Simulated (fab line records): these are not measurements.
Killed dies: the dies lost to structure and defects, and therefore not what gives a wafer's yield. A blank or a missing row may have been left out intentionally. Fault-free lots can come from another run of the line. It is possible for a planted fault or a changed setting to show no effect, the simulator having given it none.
Chamber matching -- flow sky130 -- SKY_FIELD_ISO_ETCH_15 on rie_diel-03: 4 sister chambers
The step etches the open film in CHF3/O2, stops on Si, target depth 180 nm, time 72 s. 14 wafers are shown with their chamber, then 7 later ones without.

WAFERS WITH THEIR CHAMBER
wafer,chamber,drypump_motor_current_A (A),run_length_s (s),O2_flow_sccm (sccm)
L725.1,0,6.1,99.7,4.999
L725.2,3,6.0,100.0,5.021
L725.4,2,5.2,101.0,4.990
L726.1,3,6.0,100.3,4.988
L726.2,1,5.8,100.3,4.992
L726.5,3,6.0,100.4,5.005
L730.1,3,6.0,100.4,5.016
L730.3,1,5.8,99.8,4.987
L730.5,2,5.2,100.2,4.978
L740.2,1,5.8,99.7,5.017
L740.5,1,5.8,100.3,5.019
L740.6,0,6.1,99.5,4.995
L741.2,2,5.1,100.1,4.994
L741.4,3,6.0,100.3,5.007

SIGNATURES, as means of the wafers listed above
reading,chamber 0,chamber 1,chamber 2,chamber 3,scatter within a chamber
drypump_motor_current_A,6.100,5.800,5.167,6.000,0.0258
run_length_s,99.600,100.025,100.433,100.280,0.304
O2_flow_sccm,4.99700,5.00375,4.98733,5.00740,0.0127
Rule: distance of a wafer from a chamber = root of the sum over the readings of ((wafer's reading minus chamber's mean) / reading's scatter) squared. If the next closest chamber is less than 2 further off than the closest, the wafer can't be placed; otherwise it belongs to the closest. The scatter: the root of (the sum of the squares of (reading less its chamber's mean) over the shown wafers, divided by (wafers less chambers)).

WAFERS WITHOUT THEIR CHAMBER
wafer,drypump_motor_current_A (A),run_length_s (s),O2_flow_sccm (sccm)
L741.6,6.0,100.1,5.005
L742.1,6.1,99.7,5.006
L742.4,5.2,100.2,5.006
L742.5,6.1,99.7,5.000
L747.1,5.8,99.8,4.999
L747.3,6.1,99.5,4.996
L747.4,6.0,100.1,4.967

CHAMBER TAKEN BY EACH
wafer,from the rows above,in truth
L741.6,3,3
L742.1,0,0
L742.4,2,2
L742.5,0,0
L747.1,1,1
L747.3,0,0
L747.4,can't be placed: 3 or 0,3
Correctly placed: 6 of 7. Unplaceable from these rows: 1, with the true chamber sitting among the candidates in 1. Placed wrongly: 0.
